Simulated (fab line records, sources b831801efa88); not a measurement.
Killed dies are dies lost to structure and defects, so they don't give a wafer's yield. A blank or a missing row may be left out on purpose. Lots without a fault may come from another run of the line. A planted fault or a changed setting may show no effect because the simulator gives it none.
Problem report in the 8D (eight disciplines) form, filled by code | flow gf180mcu | the parts of the form that need people (team, actions taken, sign-off) are left out

1. THE PROBLEM
beam_energy_keV at GF_NWELL_IMPLANT_09 reads a mean of 170.13 on 6 wafers of 2 lots; wafers without a fault read 160.00 with a standard deviation of 0.053. That is +99 or more standard deviations from the usual mean.
First seen on wafer L833.3, day 7 09:05, on implanter-01. The record holds 18 wafers of 6 lots with a number at this step. Rule for "out", or "out of limits": more than 4 standard deviations from the usual mean. The other wafers with a number count as sound.

2. WHAT IT IS AND WHAT IT IS NOT
question                    | is                     | is not
which readings at this step | beam_energy_keV        | beam_on_s
which lots                  | L833, L836             | L822, L824, L826, L837
which wafers of those lots  | all that have a number | -
read on which tools         | implanter-01           | implanter-03, implanter-04
when                        | from day 7 09:05       | up to then (9 sound wafers); but 3 sound wafers of L837 came after

3. SUSPECTS, AND WHAT RULES EACH OUT
Counting: a tool at a process step up to the reading stays a suspect if it ran every lot that is out and no sound lot after the first of them.
- plasma_asher-04 at GF_DNWELL_STRIP_08 (strips in O2/N2): kept. It ran every lot that is out, first L833 (day 6 17:14), and no sound lot after that; its last sound lot up to then is L822 (day 3 20:45).
- implanter-01 at GF_NWELL_IMPLANT_09: kept. It ran every lot that is out, first L833 (day 7 09:05), and no sound lot after that; its last sound lot up to then is L822 (day 4 10:13). Its own readings are out on those wafers: beam_energy_keV.
Left after counting: plasma_asher-04 at GF_DNWELL_STRIP_08, implanter-01 at GF_NWELL_IMPLANT_09.

4. THE CAUSE (what the simulator had put in)
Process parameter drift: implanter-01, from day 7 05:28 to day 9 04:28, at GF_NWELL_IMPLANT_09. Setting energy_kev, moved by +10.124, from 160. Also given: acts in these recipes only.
Counting left 2 suspects, and this tool is among them.

5. THE CHAIN OF EFFECTS, in route order
Each row: a reading whose mean over the struck wafers that have a number lies more than 3 standard deviations from the usual. Only readings for which the record gives a usual standard deviation are gone through. hours: the time from each lot's start at the first step in this table that gives one to its start at this step, as a median over the lots. sigmas: the change in usual standard deviations.
hours | step                | reading         | usual  | on struck wafers | change | sigmas
0     | GF_NWELL_IMPLANT_09 | beam_energy_keV | 160.00 | 170.13           | +10.13 | +99 or more
The process steps in it:
- GF_NWELL_IMPLANT_09

6. WHAT WOULD HAVE CAUGHT IT SOONER
In this record the first reading out of limits was taken at day 7 09:05, 4 hours after the fault began at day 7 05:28.
